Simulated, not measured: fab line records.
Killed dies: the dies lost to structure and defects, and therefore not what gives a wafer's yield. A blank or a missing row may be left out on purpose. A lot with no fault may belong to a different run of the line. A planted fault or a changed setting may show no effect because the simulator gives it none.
Struck lot and sound lot, side by side :: flow sky130 :: 15 steps out of a route of 708
Sound: these wafers, L157.1, L157.3, L157.6. Struck: wafers L163.3, L163.5, L163.6. At the end, the cause is stated.
Order at every step that has rows: each side's tool, ch and its chambers, its first start. Under that, the readings that differ: sound wafers :: struck wafers :: difference of the means :: sigmas: that difference in standard deviations of wafers without a fault.
alike: readings whose means differ by less than 2 such deviations, and words and numbers that are the same on both sides. not compared: withheld readings, readings that some wafer has no value for, bounds like >300 that may hide the same value, and numbers for which the record gives no deviation and whose values overlap.
A row with sigmas, a row that says differs or no value, or rows on one side alone: a step with any of these is where the two part. Non-overlapping numbers with no deviation appear without sigmas and do not part them. A reading that every wafer of one side lacks parts them only if that side has two wafers or more.

SKY_METAL2_THK_MEAS_06: measures by xrf.
  struck on film-metro-03, day 39 02:47; sound on film-metro-01, day 37 14:19
reading: METAL2_ALCU_THK (nm)
sound: 257 255 257
struck: 247 249 248
difference: -8
sigmas: -3
then, 8 steps without rows for these wafers: SKY_METAL2_DEHYDRATE_07 (time 60 s); SKY_METAL2_HMDS_08 (prime time 60 s); SKY_METAL2_COAT_09 (resist thk 60 nm); SKY_METAL2_COAT_10 (resist thk 450 nm); SKY_METAL2_SOFTBAKE_11 (time 90 s); SKY_METAL2_EXPOSE_12 (exposes mask MM2, target cd 140 nm); SKY_METAL2_PEB_13; SKY_METAL2_DEVELOP_14 (develop time 60 s).
SKY_METAL2_CD_MEAS_15 targets a cd of 140 nm.
  struck on cd-sem-01, day 40 03:38; sound on cd-sem-01, day 38 16:20
  alike: cd-nm
SKY_METAL2_OVL_MEAS_16:
  struck on overlay-01, day 40 03:43; sound on overlay-02, day 38 16:28
  alike: METAL2_OVL
SKY_METAL2_DESCUM_17: chemistry O2, time 8 s.
  sound on rie-metal-02 ch 0,1, day 38 16:29; struck on rie-metal-02 ch 0,1, day 40 03:46
  alike: drypump-motor-current-A, oes-product-au
  not compared: rf-hours-counter-h
SKY_METAL2_ETCH_18: etches BARC in N2/H2, stops on SiO2, time 45.9 s, target depth 60 nm.
  sound on rie-metal-02 ch 0,1, day 38 16:32; struck on rie-metal-02 ch 0,1, day 40 03:48
  alike: drypump-motor-current-A, n2-flow-sccm, oes-product-au, throttle-valve-pct
  not compared: rf-hours-counter-h, model.KrF-thick_of_METAL2_COAT_10.thk-nm
SKY_METAL2_METAL_ETCH_19: etches the open film in Cl2/BCl3, stops on SiO2, target depth 360 nm, time 78 s.
  sound on rie-metal-02 ch 0,1, day 38 16:35; struck on rie-metal-02 ch 0,1, day 40 03:52
reading: throttle-valve-pct (%)
sound: 22.248 22.247 22.261
struck: 22.265 22.278 22.285
difference: +0.024
sigmas: +3
  alike: drypump-motor-current-A, oes-product-au
  not compared: rf-hours-counter-h
-- the record jumps here: 9 days lie between the struck wafers' starts before and after (it left off in module METAL2 and takes up again in module PAD_OPEN, whose first step shown is number 708 of the route) --
SKY_PAD_OPEN_PROBE_99:
  struck on prober-01, day 49 13:13; sound on prober-02, day 48 13:49
reading: killed-short
sound: 29 36 34
struck: 38 47 51
difference: +12
sigmas: +2
  alike: defect-limited-yield, killed_at_M0_to_M3, killed_at_M4_up, killed-at-contacts, killed-at-front-end, killed-at-other, killed-dies, killed-open, sort_bin_3_pad_short, sort_bin_5_function, sort_bin_6_memory, sort-n-pass, sort-yield-pct

## WHERE THEY PART
Last at SKY_PAD_OPEN_PROBE_99 as far as this record goes, first at SKY_METAL2_THK_MEAS_06.

WHY: whatever the simulator had introduced
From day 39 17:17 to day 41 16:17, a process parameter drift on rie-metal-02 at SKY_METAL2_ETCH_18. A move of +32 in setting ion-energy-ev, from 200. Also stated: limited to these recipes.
